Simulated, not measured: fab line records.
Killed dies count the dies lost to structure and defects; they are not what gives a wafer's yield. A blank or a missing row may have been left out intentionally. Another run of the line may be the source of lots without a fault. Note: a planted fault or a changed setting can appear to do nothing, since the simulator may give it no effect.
Comparing a struck lot with a sound one ; flow gf180mcu ; 24 steps out of a route of 602
Sound: wafers L953.2, L953.5, L953.6. Struck: wafer L959.4 (left out: L959.5, a lot-mate that was not struck); the cause follows at the end.
Per side, at each step with rows, come the tool, then ch with its chambers, and then its first start. Under that, the readings that differ: sound wafers ; struck wafers ; difference of the means ; sigmas: that difference in standard deviations of wafers without a fault.
alike: readings whose means differ by less than 2 such deviations, and words and numbers that are the same on both sides. not compared: withheld readings, readings that some wafer has no value for, bounds like >300 that may hide the same value, and numbers for which the record gives no deviation and whose values overlap.
A row with sigmas, a row that says differs or no value, or rows on one side alone: a step with any of these is where the two part. Non-overlapping numbers with no deviation appear without sigmas and do not part them. A reading that every wafer of one side lacks parts them only if that side has two wafers or more.

GF_SALICIDE_RTA_06: time 30 s.
  sound on rtpAnneal-01 ch 0, day 15 20:10; struck on rtpAnneal-02 ch 0, day 18 07:02
reading;sound;struck;difference;sigmas
lampPowerPct (%);5.9 5.9 5.9;7.8;+1.9;+2
  alike: wafer_temp_C_max
then, 1 step without rows for these wafers: GF_SALICIDE_WET_ETCH_07 (etches the open film in SPM, target depth 120 nm).
GF_SALICIDE_RTA_08: time 30 s.
  sound on rtpAnneal-02 ch 0, day 15 20:26; struck on rtpAnneal-01 ch 0, day 18 07:13
  alike: lampPowerPct, wafer_temp_C_max
then, 1 step without rows for these wafers: GF_CONTACT_CVD_00 (deposits SiO2, target thk 300 nm, time 50 s).
GF_CONTACT_THK_MEAS_01:
  sound on filmMetro-03 at day 15 20:34; struck on filmMetro-01 at day 18 07:21
  alike: CONTACT_CVD_00_THK
GF_CONTACT_CVD_02: deposits SiO2 from TEOS, target thk 860 nm, time 95.992 s.
  sound on pecvd-02 ch 0,1, day 15 20:37; struck on pecvd-02 ch 0, day 18 07:25
  alike: heaterPowerW
GF_CONTACT_THK_MEAS_03:
  sound on filmMetro-01 at day 15 20:42; struck on filmMetro-03 at day 18 07:29
  alike: CONTACT_CVD_02_THK
GF_CONTACT_CMP_04: polishes SiO2.
  sound on cmp-01 ch 0,2,3, day 15 20:51; struck on cmp-02 ch 1, day 18 07:34
  alike: headPressurePsi, motorCurrentA, timeToEndpointS
GF_CONTACT_BOW_MEAS_05:
  sound on filmMetro-01 at day 15 21:04; struck on filmMetro-02 at day 18 07:52
  alike: CONTACT_BOW
then, 3 steps without rows for these wafers: GF_CONTACT_DEHYDRATE_06 (time 60 s); GF_CONTACT_HMDS_07 (prime time 60 s); GF_CONTACT_COAT_08.
GF_CONTACT_COAT_09: resist thk 1000 nm.
  sound on lithoTrack-01 ch 0, day 16 07:00; struck on lithoTrack-01 ch 0, day 18 19:00
reading;sound;struck;difference;sigmas
model.KrF_of_CONTACT_COAT_09.thkNm (nm);1002 1001 1000;1108;+107;
then, 3 steps without rows for these wafers: GF_CONTACT_SOFTBAKE_10 (time 60 s); GF_CONTACT_EXPOSE_11 (exposes mask Contact, target cd 220 nm); GF_CONTACT_PEB_12 (peb time 90 s).
GF_CONTACT_DEVELOP_13: develop time 60 s.
  sound on lithoTrack-04 ch 0, day 16 19:16; struck on lithoTrack-02 ch 0, day 19 07:52
reading;sound;struck;difference;sigmas
model.KrF_of_CONTACT_COAT_09.thkNm (nm);986.9 985.8 985.5;1093;+107;
GF_CONTACT_CD_MEAS_14: target cd 220 nm.
  sound on cdSem-01 at day 16 19:25; struck on cdSem-01 at day 19 08:00
reading;sound;struck;difference;sigmas
cdNm (nm);221.3 222.0 222.6;214.1;-7.9;-7
GF_CONTACT_OVL_MEAS_15:
  sound on overlay-02 at day 16 19:31; struck on overlay-02 at day 19 08:05
  alike: CONTACT_OVL
GF_CONTACT_ETCH_16: etches BARC in N2/H2.
  sound on rieDiel-01 ch 0,3, day 16 19:33; struck on rieDiel-03 ch 0, day 19 08:06
reading;sound;struck;difference;sigmas
model.CONTACT.cdNm (nm);222.1 222.6 222.9;215.2;-7.3;
  alike: drypumpMotorCurrentA, oesProductAu, throttleValvePct
GF_CONTACT_ETCH_17: etches SiO2 in C4F8/O2/Ar, stops on CoSi2, target depth 860 nm.
  sound: rieDiel-01 ch 0,3; struck: rieDiel-03 ch 0
reading;sound;struck;difference;sigmas
model.CONTACT.cdNm (nm);222.5 222.5 223.2;214.9;-7.8;
  alike: oesProductAu
GF_CONTACT_STRIP_18: strips in O2/N2.
  sound on plasmaAsher-01 ch 0,1, day 16 19:43; struck on plasmaAsher-02 ch 1, day 19 08:18
reading;sound;struck;difference;sigmas
oesProductAu (a.u.);0.587 0.578 0.579;0.627;+0.046;+10
  alike: drypumpMotorCurrentA, heaterPowerW
  not compared: rfHoursCounterH
then, 2 steps without rows for these wafers: GF_CONTACT_CLEAN_19 (cleans in SPM); GF_PASSIVATION_PROBE_99.

## WHERE THEY PART
Last at GF_CONTACT_STRIP_18 as far as this record goes, first at GF_SALICIDE_RTA_06.

WHY: the cause the simulator had injected
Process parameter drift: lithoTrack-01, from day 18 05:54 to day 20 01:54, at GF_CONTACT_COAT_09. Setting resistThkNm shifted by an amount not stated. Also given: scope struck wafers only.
